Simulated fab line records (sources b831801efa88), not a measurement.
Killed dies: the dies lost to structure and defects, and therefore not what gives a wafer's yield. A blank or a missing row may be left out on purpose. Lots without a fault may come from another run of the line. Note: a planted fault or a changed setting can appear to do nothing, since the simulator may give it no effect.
Matching of chambers || flow gf180mcu || GF_V1_CMP_26 on cmp-01 has 4 sister chambers
The step polishes, stops on SiO2, t overpolish 15 s, target thk 0 nm. 4 wafers are shown with their chamber, then 9 later ones without.

EACH WAFER AND ITS CHAMBER
{"wafer": "L341.6", "chamber": 2, "motor current A (A)": 11.7}
{"wafer": "L342.5", "chamber": 1, "motor current A (A)": 10.6}
{"wafer": "L345.2", "chamber": 3, "motor current A (A)": 11.6}
{"wafer": "L345.5", "chamber": 0, "motor current A (A)": 10.3}

WAFERS WITHOUT THEIR CHAMBER
{"wafer": "L350.1", "motor current A (A)": 10.9}
{"wafer": "L350.5", "motor current A (A)": 10.1}
{"wafer": "L350.6", "motor current A (A)": 12.1}
{"wafer": "L354.1", "motor current A (A)": 11.7}
{"wafer": "L354.4", "motor current A (A)": 9.9}
{"wafer": "L354.5", "motor current A (A)": 13.3}
{"wafer": "L355.3", "motor current A (A)": 12.4}
{"wafer": "L355.4", "motor current A (A)": 12.0}
{"wafer": "L355.6", "motor current A (A)": 10.6}

EACH ONE'S CHAMBER
{"wafer": "L350.1", "from the rows above": "can't be placed: 1 or 0 or 3 or 2", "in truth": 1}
{"wafer": "L350.5", "from the rows above": "can't be placed: 0 or 1", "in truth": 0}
{"wafer": "L350.6", "from the rows above": "can't be placed: 2 or 3 or 1", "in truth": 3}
{"wafer": "L354.1", "from the rows above": "can't be placed: 2 or 3 or 1", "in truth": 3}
{"wafer": "L354.4", "from the rows above": "can't be placed: 0 or 1", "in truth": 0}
{"wafer": "L354.5", "from the rows above": "can't be placed: 2 or 3 or 1", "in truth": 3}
{"wafer": "L355.3", "from the rows above": "can't be placed: 2 or 3 or 1", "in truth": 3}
{"wafer": "L355.4", "from the rows above": "can't be placed: 2 or 3 or 1", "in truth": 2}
{"wafer": "L355.6", "from the rows above": "can't be placed: 1 or 0 or 3 or 2", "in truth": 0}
Placed correctly: 0 of 9. Can't be placed from these rows: 9 (the true chamber is among the candidates in 9). Placed wrongly: 0.
How it was worked out, from the rows above alone: a wafer's distance from a chamber is the root of the sum, over the readings, of the square of ((its reading less the chamber's mean) divided by the reading's scatter). The wafer belongs to the nearest chamber; if the next one is less than 2 further off, it can't be placed. A chamber's mean is the mean of its shown wafers. The scatter: root of mean squared gap, hidden wafer to nearest shown wafer, with one shown wafer a chamber.
